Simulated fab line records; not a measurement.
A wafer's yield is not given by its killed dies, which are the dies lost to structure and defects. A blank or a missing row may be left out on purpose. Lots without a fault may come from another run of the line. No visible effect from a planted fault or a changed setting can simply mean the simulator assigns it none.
fab line records	flow sky130
record: lots: 13	wafers: 39	lastDay: 50
route steps=708 shown FIELD_ISO@3 NWELL@68 VT_ADJUST_LVTN@116 PAD_OPEN@708
lots with no fault: from the same line, run without faults
startH: hours from the record's opening day to when the first of the lot's shown wafers began	waitH: hours elapsed since this lot's preceding step	" same as the row above	L1.1+2: a single row standing in for several wafers	- no value, or no start given	* or withheld: withheld	< > ~ a bound
route shown NAME@n: a module of which the file shows steps, and the number in the route of the first	usual: the fault-free wafers' mean and standard deviation	same: alike in all rows	chamber/n: place in a boat	sites: each site's reading	_std_site: their standard deviation	_edge_site: inner sites' mean taken away from outer sites' mean	radiusMm: how far each site lies from the wafer's centre	mask NAME#n: copy n	behind: the tool/chamber that last shaped the wafer	hold: cause of the lot's hold/its duration in hours/its outcome	device: transistor that didn't switch, given as n, p or np	end of line: the same wafers' tests at the end of the route	step lacking rows: just its recipe	killed: dies lost to structure and defects at the first sort, not the wafer's yield	map: per-die view of a wafer (x killed, . not killed, _ where there is no die)
set.NAME: the setting that was run; set.NAME@STEP: the one run at that earlier step	model.NAME: the simulator's own value behind a step, which no gauge read
the route's steps for a sample of lots (tables are steps, rows are wafers)
services: the hour from which a tool's chamber was out of use, counted from the record's first day as startH (under 0 if before that day), plus the number of hours and why
== steps ==
step: SKY_FIELD_ISO_THK_MEAS_02
recipe: reads: SiO2_of_FIELD_ISO_OXIDATION_01
usual: FIELD_ISO_OXIDATION_00_THK: 11.89/0.29
lot.wafer	tool	chamber	startH	waitH	FIELD_ISO_OXIDATION_00_THK[nm]
L825.2	filmMetro-04	-	12.72	0.0	11.47
L825.5	"	-	"	"	11.36
L825.6	"	-	"	"	11.43
L826.1	filmMetro-03	-	18.01	0.0	11.78
L826.2	"	-	"	"	11.92
L826.3	"	-	"	"	11.85
L827.3	filmMetro-03	-	21.67	0.0	12.10
L827.4	"	-	"	"	11.92
L827.5	"	-	"	"	11.91
L828.1	filmMetro-04	-	26.82	0.0	11.37
L828.3	"	-	"	"	11.09
L828.4	"	-	"	"	11.42
L830.1	filmMetro-04	-	38.00	0.0	11.71
L830.2	"	-	"	"	11.52
L830.3	"	-	"	"	11.79
L831.1	filmMetro-01	-	41.63	0.0	12.26
L831.2	"	-	"	"	12.30
L831.6	"	-	"	"	12.13
L832.1	filmMetro-01	-	46.63	0.0	12.12
L832.2	"	-	"	"	12.13
L832.5	"	-	"	"	12.28
L835.2	filmMetro-01	-	61.64	0.0	11.77
L835.3	"	-	"	"	11.71
L835.6	"	-	"	"	12.04
L837.2	filmMetro-01	-	71.64	0.0	12.15
L837.3	"	-	"	"	12.35
L837.6	"	-	"	"	12.32
L838.3	filmMetro-01	-	76.65	0.0	12.05
L838.4	"	-	"	"	12.14
L838.6	"	-	"	"	11.92
L840.4	filmMetro-04	-	86.66	0.0	11.85
L840.5	"	-	"	"	12.10
L840.6	"	-	"	"	11.92
L844.1	filmMetro-03	-	106.63	0.0	11.79
L844.3	"	-	"	"	11.59
L844.4	"	-	"	"	11.68
L847.1	filmMetro-01	-	121.63	0.0	12.04
L847.3	"	-	"	"	12.04
L847.5	"	-	"	"	12.13
step: SKY_FIELD_ISO_THK_MEAS_04
recipe: reads: Si3N4_of_FIELD_ISO_CVD_03
usual: FIELD_ISO_CVD_03_THK: 166.1/1.4
lot.wafer	tool	chamber	startH	waitH	FIELD_ISO_CVD_03_THK[nm]
L825.2	filmMetro-03	-	14.57	0.0	167.0
L825.5	"	-	"	"	166.5
L825.6	"	-	"	"	166.1
L826.1	filmMetro-04	-	19.96	0.0	166.1
L826.2	"	-	"	"	166.5
L826.3	"	-	"	"	165.4
L827.3	filmMetro-03	-	23.52	0.0	165.9
L827.4	"	-	"	"	165.9
L827.5	"	-	"	"	164.7
L828.1	filmMetro-04	-	28.67	0.0	166.8
L828.3	"	-	"	"	167.8
L828.4	"	-	"	"	168.7
L830.1	filmMetro-04	-	39.85	0.0	166.2
L830.2	"	-	"	"	165.2
L830.3	"	-	"	"	166.9
L831.1	filmMetro-01	-	43.48	0.0	168.5
L831.2	"	-	"	"	168.3
L831.6	"	-	"	"	168.1
L832.1	filmMetro-01	-	49.27	0.0	166.1
L832.2	"	-	"	"	165.0
L832.5	"	-	"	"	165.2
L835.2	filmMetro-04	-	68.79	0.0	163.6
L835.3	"	-	"	"	163.4
L835.6	"	-	"	"	162.6
L837.2	filmMetro-04	-	76.57	0.0	166.5
L837.3	"	-	"	"	167.4
L837.6	"	-	"	"	167.4
L838.3	filmMetro-01	-	79.42	0.0	167.7
L838.4	"	-	"	"	166.9
L838.6	"	-	"	"	167.7
L840.4	filmMetro-01	-	88.84	0.0	164.3
L840.5	"	-	"	"	162.0
L840.6	"	-	"	"	164.2
L844.1	filmMetro-01	-	111.63	0.0	164.5
L844.3	"	-	"	"	164.9
L844.4	"	-	"	"	166.1
L847.1	filmMetro-01	-	123.48	0.0	166.6
L847.3	"	-	"	"	165.9
L847.5	"	-	"	"	164.7
step: SKY_NWELL_TW_MEAS_15
usual: NWELL_TW: 1807/12
lot.wafer	tool	chamber	startH	waitH	NWELL_TW
L825.2	filmMetro-01	-	85.75	0.1	1790
L825.5	"	-	"	"	1801
L825.6	"	-	"	"	1797
L826.1	filmMetro-02	-	88.69	0.1	1808
L826.2	"	-	"	"	1803
L826.3	"	-	"	"	1814
L827.3	filmMetro-01	-	93.32	0.1	1797
L827.4	"	-	"	"	1793
L827.5	"	-	"	"	1799
L828.1	filmMetro-02	-	100.39	0.1	1815
L828.3	"	-	"	"	1826
L828.4	"	-	"	"	1824
L830.1	filmMetro-01	-	110.92	0.1	1789
L830.2	"	-	"	"	1782
L830.3	"	-	"	"	1794
L831.1	filmMetro-02	-	117.40	0.1	1819
L831.2	"	-	"	"	1823
L831.6	"	-	"	"	1834
L832.1	filmMetro-01	-	125.84	0.1	1811
L832.2	"	-	"	"	1800
L832.5	"	-	"	"	1803
L835.2	filmMetro-02	-	147.81	0.1	1817
L835.3	"	-	"	"	1806
L835.6	"	-	"	"	1811
L837.2	filmMetro-01	-	157.20	0.1	1810
L837.3	"	-	"	"	1803
L837.6	"	-	"	"	1803
L838.3	filmMetro-04	-	160.11	0.1	1794
L838.4	"	-	"	"	1799
L838.6	"	-	"	"	1792
L840.4	filmMetro-04	-	171.62	0.1	1792
L840.5	"	-	"	"	1796
L840.6	"	-	"	"	1798
L844.1	filmMetro-01	-	198.94	0.1	1811
L844.3	"	-	"	"	1807
L844.4	"	-	"	"	1800
L847.1	filmMetro-04	-	212.50	0.1	1802
L847.3	"	-	"	"	1806
L847.5	"	-	"	"	1810
step: SKY_VT_ADJUST_LVTN_IMPLANT_19
recipe: species: B	energyKev: 30	doseCm2: 6.5e+11	tiltDeg: withheld
usual: beamOnS: 9.99/0.2	endStationPressureTorr: 5.02e-06/2.6e-07	faradayCurrentUA: 3.67/0.071
lot.wafer	tool	chamber	startH	waitH	beamOnS	endStationPressureTorr	faradayCurrentUA
L825.2	implanter-01	0	160.17	0.0	9.90	4.72e-06	3.72
L825.5	"	0	"	"	10.09	5.16e-06	3.61
L825.6	"	0	"	"	10.22	4.8e-06	3.58
L826.1	implanter-04	0	162.40	0.0	10.20	4.96e-06	3.59
L826.2	"	0	"	"	9.70	5.14e-06	3.78
L826.3	"	0	"	"	10.14	4.75e-06	3.61
L827.3	implanter-04	0	170.40	0.1	10.03	5.18e-06	3.66
L827.4	"	0	"	"	9.97	4.96e-06	3.67
L827.5	"	0	"	"	10.01	5.24e-06	3.67
L828.1	implanter-04	0	177.00	0.0	9.97	5.21e-06	3.67
L828.3	"	0	"	"	10.23	5.02e-06	3.57
L828.4	"	0	"	"	9.70	5.17e-06	3.77
L830.1	implanter-02	0	189.65	0.0	9.83	5.21e-06	3.72
L830.2	"	0	"	"	9.86	5.07e-06	3.71
L830.3	"	0	"	"	10.15	4.78e-06	3.63
L831.1	implanter-02	0	197.95	0.0	10.38	4.71e-06	3.54
L831.2	"	0	"	"	9.69	4.96e-06	3.78
L831.6	"	0	"	"	9.67	5.45e-06	3.79
L832.1	implanter-04	0	206.10	0.0	9.64	5e-06	3.80
L832.2	"	0	"	"	10.18	5.01e-06	3.60
L832.5	"	0	"	"	10.00	5.01e-06	3.64
L835.2	implanter-02	0	232.87	0.0	10.01	4.98e-06	3.67
L835.3	"	0	"	"	9.85	5.1e-06	3.71
L835.6	"	0	"	"	10.07	5.15e-06	3.65
L837.2	implanter-02	0	244.62	0.0	10.14	4.99e-06	3.63
L837.3	"	0	"	"	10.09	5.18e-06	3.64
L837.6	"	0	"	"	10.51	5.44e-06	3.48
L838.3	implanter-01	0	248.30	0.1	10.23	5.27e-06	3.59
L838.4	"	0	"	"	9.95	5e-06	3.68
L838.6	"	0	"	"	9.63	4.72e-06	3.80
L840.4	implanter-02	0	260.57	0.1	12.98	4.89e-06	2.81
L840.5	"	0	"	"	13.46	4.73e-06	2.72
L840.6	"	0	"	"	13.71	4.98e-06	2.67
L844.1	implanter-02	0	293.65	0.0	13.02	5.14e-06	2.82
L844.3	"	0	"	"	12.83	4.39e-06	2.83
L844.4	"	0	"	"	13.31	4.8e-06	2.75
L847.1	implanter-04	0	310.35	0.0	9.71	5e-06	3.79
L847.3	"	0	"	"	10.09	5.35e-06	3.62
L847.5	"	0	"	"	10.35	5.29e-06	3.55
step: SKY_VT_ADJUST_LVTN_TW_MEAS_21
usual: VT_ADJUST_LVTN_2_TW: 187.9/2.1
lot.wafer	tool	chamber	startH	waitH	VT_ADJUST_LVTN_2_TW
L825.2	filmMetro-03	-	160.41	0.1	191.2
L825.5	"	-	"	"	190.0
L825.6	"	-	"	"	190.9
L826.1	filmMetro-04	-	162.65	0.1	185.2
L826.2	"	-	"	"	185.8
L826.3	"	-	"	"	185.2
L827.3	filmMetro-04	-	170.62	0.1	185.6
L827.4	"	-	"	"	186.3
L827.5	"	-	"	"	187.1
L828.1	filmMetro-04	-	177.25	0.1	185.4
L828.3	"	-	"	"	185.7
L828.4	"	-	"	"	186.6
L830.1	filmMetro-02	-	189.90	0.1	189.7
L830.2	"	-	"	"	189.1
L830.3	"	-	"	"	188.2
L831.1	filmMetro-03	-	198.20	0.1	190.8
L831.2	"	-	"	"	190.5
L831.6	"	-	"	"	191.0
L832.1	filmMetro-03	-	206.35	0.1	190.2
L832.2	"	-	"	"	190.3
L832.5	"	-	"	"	190.5
L835.2	filmMetro-03	-	233.11	0.1	190.9
L835.3	"	-	"	"	190.8
L835.6	"	-	"	"	192.1
L837.2	filmMetro-02	-	244.86	0.1	187.9
L837.3	"	-	"	"	189.1
L837.6	"	-	"	"	189.8
L838.3	filmMetro-04	-	248.52	0.1	186.5
L838.4	"	-	"	"	185.9
L838.6	"	-	"	"	185.7
L840.4	filmMetro-02	-	260.78	0.1	205.1
L840.5	"	-	"	"	204.8
L840.6	"	-	"	"	204.6
L844.1	filmMetro-04	-	293.90	0.1	202.3
L844.3	"	-	"	"	202.1
L844.4	"	-	"	"	202.6
L847.1	filmMetro-02	-	310.60	0.1	188.6
L847.3	"	-	"	"	188.4
L847.5	"	-	"	"	188.6
step: SKY_PAD_OPEN_PROBE_99
usual: killed_at_M0_to_M3: 42/6.6	killed_at_M4_up: 3.0/1.8	killedAtContacts: 25/5.1	killedAtFrontEnd: 15/4.4	killedAtOther: 0.3/0.56	killedDies: 86/8.6	killedOpen: 47/6.9	killedShort: 38/6
same: grossDies: 492	killedAtBackSide: 0
lot.wafer	tool	chamber	startH	waitH	killed_at_M0_to_M3	killed_at_M4_up	killedAtContacts	killedAtFrontEnd	killedAtOther	killedDies	killedOpen	killedShort
L837.2	prober-01	-	1151.73	0.1	48	2	26	19	1	96	45	51
L837.3	prober-01	-	1151.78	0.2	41	3	37	16	0	97	52	45
L837.6	prober-01	-	1151.93	0.2	44	2	26	23	0	95	45	50
L838.3	prober-02	-	1152.73	0.2	36	4	19	6	0	65	34	31
L838.4	prober-02	-	1152.78	0.2	46	2	29	12	0	89	53	36
L838.6	prober-02	-	1152.88	0.2	37	7	18	12	0	74	42	32
L840.4	prober-02	-	1162.03	0.2	46	6	20	20	0	92	42	50
L840.5	prober-02	-	1162.08	0.2	42	4	20	20	0	86	52	34
L840.6	prober-02	-	1162.13	0.2	52	2	26	26	0	106	55	50
killed by level:class
L837.2 VIA1:geometricParticle:open=10 CONTACT:geometricParticle:short=9 CONTACT:geometricParticle:open=9 VIA2:geometricParticle:open=8 METAL1:geometricParticle:short=6 VIA1:geometricParticle:short=6 METAL2:geometricParticle:short=6 POLY_GATE:geometricParticle:open=5
L837.3 CONTACT:geometricParticle:open=15 FIELD_ISO:geometricParticle:open=8 LI_CONTACT:geometricParticle:open=8 METAL1:geometricParticle:short=8 CONTACT:geometricParticle:short=7 VIA1:geometricParticle:open=6 VIA2:geometricParticle:short=6 VIA2:geometricParticle:open=6
L837.6 CONTACT:geometricParticle:open=10 VIA1:geometricParticle:open=10 CONTACT:geometricParticle:short=9 VIA1:geometricParticle:short=8 FIELD_ISO:geometricParticle:short=6 VIA3:geometricParticle:open=6 POLY_GATE:geometricParticle:short=5 LI_CONTACT:geometricParticle:open=4
L838.3 VIA1:geometricParticle:open=8 CONTACT:geometricParticle:open=6 METAL2:geometricParticle:short=6 VIA2:geometricParticle:open=6 CONTACT:geometricParticle:short=4 VIA1:geometricParticle:short=4 LOCAL_INTERCONNECT:geometricParticle:open=4 FIELD_ISO:geometricParticle:short=3
L838.4 VIA1:geometricParticle:open=12 LI_CONTACT:geometricParticle:open=10 VIA2:geometricParticle:open=9 LI_CONTACT:geometricParticle:short=7 CONTACT:geometricParticle:open=7 METAL2:geometricParticle:short=6 VIA1:geometricParticle:short=5 VIA3:geometricParticle:open=5
L838.6 VIA2:geometricParticle:open=7 POLY_GATE:geometricParticle:open=6 CONTACT:geometricParticle:short=6 CONTACT:geometricParticle:open=6 FIELD_ISO:geometricParticle:open=5 VIA1:geometricParticle:open=5 METAL1:geometricParticle:short=4 VIA1:geometricParticle:short=4
L840.4 VIA1:geometricParticle:open=10 LI_CONTACT:geometricParticle:open=8 FIELD_ISO:geometricParticle:short=7 VIA3:geometricParticle:short=7 CONTACT:geometricParticle:short=6 METAL4:geometricParticle:short=6 METAL2:geometricParticle:short=6 VIA2:geometricParticle:open=5
L840.5 VIA1:geometricParticle:open=13 LI_CONTACT:geometricParticle:open=8 FIELD_ISO:geometricParticle:open=6 CONTACT:geometricParticle:open=6 VIA3:geometricParticle:open=6 FIELD_ISO:geometricParticle:short=5 METAL2:geometricParticle:short=4 VIA2:geometricParticle:open=4
L840.6 VIA2:geometricParticle:open=12 VIA3:geometricParticle:open=9 LOCAL_INTERCONNECT:geometricParticle:short=9 CONTACT:geometricParticle:open=9 VIA1:geometricParticle:short=7 FIELD_ISO:geometricParticle:open=6 POLY_GATE:geometricParticle:short=6 FIELD_ISO:geometricParticle:short=5
== services ==
tool	chamber	startH	hours	kind
implanter-02	-	192.71	1.5	repair
implanter-04	-	209.71	3.3	repair
== key ==
firstSign: step: SKY_VT_ADJUST_LVTN_IMPLANT_19	reading: beamOnS	direction: up	sigmas: 16	usual: 9.99	struck: 13.22
effect: step: SKY_VT_ADJUST_LVTN_IMPLANT_19	reading: faradayCurrentUA	direction: down	sigmas: 13	usual: 3.67	struck: 2.77
effect: step: SKY_VT_ADJUST_LVTN_TW_MEAS_21	reading: VT_ADJUST_LVTN_2_TW	direction: up	sigmas: 7.6	usual: 187.9	struck: 203.6
metAt SKY_VT_ADJUST_LVTN_IMPLANT_19
struckLots L840,L844
testerLeftOut L840,L844
notActingAt SKY_FIELD_ISO_THK_MEAS_02,SKY_FIELD_ISO_THK_MEAS_04,SKY_NWELL_TW_MEAS_15
onsetBetween 244.62 260.57
fault: kind: processParameterDrift	tool: implanter-02	chamber: -	onsetH: 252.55	steps: SKY_VT_ADJUST_LVTN_IMPLANT_19	channel: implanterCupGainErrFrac	offset: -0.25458	shape: step	endH: 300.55
testerLeftOut: of these lots the tester's yield and bins aren't shown, on N5 and GAA mostly nor the transistor test; their killed dies are dies lost to structure and defects alone, not to doping, threshold or leakage, so they don't give the yield
